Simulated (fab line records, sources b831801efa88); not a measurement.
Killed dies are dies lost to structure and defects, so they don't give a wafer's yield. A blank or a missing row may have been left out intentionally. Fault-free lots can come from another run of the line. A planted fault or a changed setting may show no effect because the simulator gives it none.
Which tool is to blame?	flow gf180mcu	15 lots, 45 wafers sampled, at 4 steps of a route of 602

== WHAT THE GAUGES SHOWED, per wafer ==
GF_CONTACT_THK_MEAS_03.
lot	measured	on	CONTACT_CVD_02_THK (nm)
L484	day 15 05:15	filmMetro-01	844 858 871
L487	day 16 07:51	filmMetro-03	848 863 868
L488	day 16 15:54	filmMetro-02	862 876 871
L489	day 17 03:48	filmMetro-02	850 853 858
L490	day 17 09:55	filmMetro-02	845 856 855
L494	day 19 02:11	filmMetro-03	858 870 876
L495	day 19 10:05	filmMetro-02	853 841 874
L496	day 19 16:46	filmMetro-03	867 869 869
L501	day 21 10:21	filmMetro-03	864 872 882
L502	day 21 16:45	filmMetro-02	838 861 862
L503	day 21 22:13	filmMetro-02	852 871 862
L504	day 22 09:35	filmMetro-03	852 851 869
L505	day 22 16:13	filmMetro-02	848 869 862
L506	day 23 01:43	filmMetro-02	846 850 856
L507	day 23 07:36	filmMetro-03	845 843 854

== WHICH TOOL RAN EACH LOT (tool, then ch and the chambers of the sampled wafers, then the start) ==
lot	GF_HV_LDD_PEB_44	GF_SAB_ETCH_11	GF_SALICIDE_SPUTTER_03
L484	lithoTrack-03 ch 0, day 12 08:49	rieDiel-01 ch 0,1,3, day 15 04:03	pvdSputter-03, day 15 04:26
L487	lithoTrack-01 ch 0, day 13 08:29	rieDiel-01 ch 0,3, day 16 06:41	pvdSputter-01, day 16 07:04
L488	lithoTrack-01 ch 0, day 13 17:09	rieDiel-04 ch 1,2, day 16 14:48	pvdSputter-04, day 16 15:11
L489	lithoTrack-03 ch 0, day 14 04:20	rieDiel-04 ch 0,1,3, day 17 02:44	pvdSputter-01, day 17 03:07
L490	lithoTrack-02 ch 0, day 14 11:04	rieDiel-04 ch 0,1,3, day 17 08:52	pvdSputter-01, day 17 09:14
L494	lithoTrack-01, day 15 22:57	rieDiel-03 ch 0,2, day 19 01:05	pvdSputter-03, day 19 01:28
L495	lithoTrack-03, day 16 04:07	rieDiel-03 ch 1,2,3, day 19 09:03	pvdSputter-04, day 19 09:25
L496	lithoTrack-02, day 16 11:43	rieDiel-04 ch 0,2, day 19 15:42	pvdSputter-03, day 19 16:04
L501	lithoTrack-01 ch 0, day 18 02:23	rieDiel-01 ch 0,1,3, day 21 09:17	pvdSputter-03, day 21 09:40
L502	lithoTrack-01 ch 0, day 18 10:32	rieDiel-01 ch 1,3, day 21 15:28	pvdSputter-01, day 21 15:52
L503	lithoTrack-02 ch 0, day 18 15:35	rieDiel-03 ch 1,2,3, day 21 20:58	pvdSputter-01, day 21 21:20
L504	lithoTrack-02 ch 0, day 19 04:19	rieDiel-04 ch 0,2,3, day 22 08:31	pvdSputter-01, day 22 08:53
L505	lithoTrack-03 ch 0, day 19 10:38	rieDiel-04 ch 0,1,3, day 22 15:09	pvdSputter-01, day 22 15:31
L506	lithoTrack-03 ch 0, day 19 21:41	rieDiel-04 ch 0,1,3, day 23 00:39	pvdSputter-03, day 23 01:02
L507	lithoTrack-01 ch 0, day 20 02:00	rieDiel-04 ch 0,1,2, day 23 06:33	pvdSputter-01, day 23 06:55
- GF_HV_LDD_PEB_44
- GF_SAB_ETCH_11: etches SiO2 in C4F8/O2/Ar, target depth 55 nm, time 8.5 s.
- GF_SALICIDE_SPUTTER_03: material TiN, target thk 20 nm, time 16.7 s.

== AS READ BY THE TOOLS THEMSELVES (means over the sampled wafers that have a number; for cases with no such wafer, the mark the record gives instead) ==
GF_HV_LDD_PEB_44.
lot	tool	exhaustPa (Pa)
L484	lithoTrack-03	45.0
L487	lithoTrack-01	45.5
L488	lithoTrack-01	46.2
L489	lithoTrack-03	44.5
L490	lithoTrack-02	45.1
L494	lithoTrack-01	-
L495	lithoTrack-03	-
L496	lithoTrack-02	-
L501	lithoTrack-01	45.0
L502	lithoTrack-01	45.6
L503	lithoTrack-02	45.3
L504	lithoTrack-02	44.3
L505	lithoTrack-03	46.3
L506	lithoTrack-03	45.4
L507	lithoTrack-01	46.1

GF_SAB_ETCH_11.
lot	tool	oesProductAu (a.u.)
L484	rieDiel-01	1.009
L487	rieDiel-01	1.011
L488	rieDiel-04	0.989
L489	rieDiel-04	1.002
L490	rieDiel-04	0.994
L494	rieDiel-03	0.995
L495	rieDiel-03	0.996
L496	rieDiel-04	0.989
L501	rieDiel-01	1.009
L502	rieDiel-01	0.993
L503	rieDiel-03	0.998
L504	rieDiel-04	1.000
L505	rieDiel-04	1.004
L506	rieDiel-04	1.002
L507	rieDiel-04	0.982

GF_SALICIDE_SPUTTER_03.
lot	tool	throttleValvePct (%)
L484	pvdSputter-03	30.5
L487	pvdSputter-01	30.3
L488	pvdSputter-04	30.4
L489	pvdSputter-01	29.7
L490	pvdSputter-01	29.8
L494	pvdSputter-03	30.7
L495	pvdSputter-04	30.2
L496	pvdSputter-03	30.4
L501	pvdSputter-03	30.5
L502	pvdSputter-01	30.7
L503	pvdSputter-01	31.2
L504	pvdSputter-01	30.5
L505	pvdSputter-01	30.6
L506	pvdSputter-03	30.2
L507	pvdSputter-01	30.5

== THE ANSWER, worked out from the rows above alone ==
Rule: what is usual is taken from the lots themselves. The widest of any qualifying gaps counts: lots, ordered by their means at a reading, are off when they make up no more than a third of the lots, leave a main group of 4 or more, and stand apart from it by 3 or more times the standard deviation of that group's means. A main group whose means are all the same, to the digits that the tables above print for the reading, isn't used. A lot without any number at a reading at which 4 lots or more have one is off too. The other lots that the step has rows for count as sound. Order of review: gauges by route order, followed by the tools' own readings, for which a lot's mean as printed above is used. The first step at which some lot is off is used, and at that step the reading that is off furthest; a lot without a number counts as furthest.
Off at GF_HV_LDD_PEB_44 (exhaustPa): L494, L495, L496. Without a number there: L494, L495, L496. Main group: mean 45.4 Pa, sd 0.61.
A tool fits if, at that step or a process step before it, it ran every lot that is off, and no sound lot after the first of them. Of those tried, none fits.

== WHAT WAS PUT IN BY THE SIMULATOR ==
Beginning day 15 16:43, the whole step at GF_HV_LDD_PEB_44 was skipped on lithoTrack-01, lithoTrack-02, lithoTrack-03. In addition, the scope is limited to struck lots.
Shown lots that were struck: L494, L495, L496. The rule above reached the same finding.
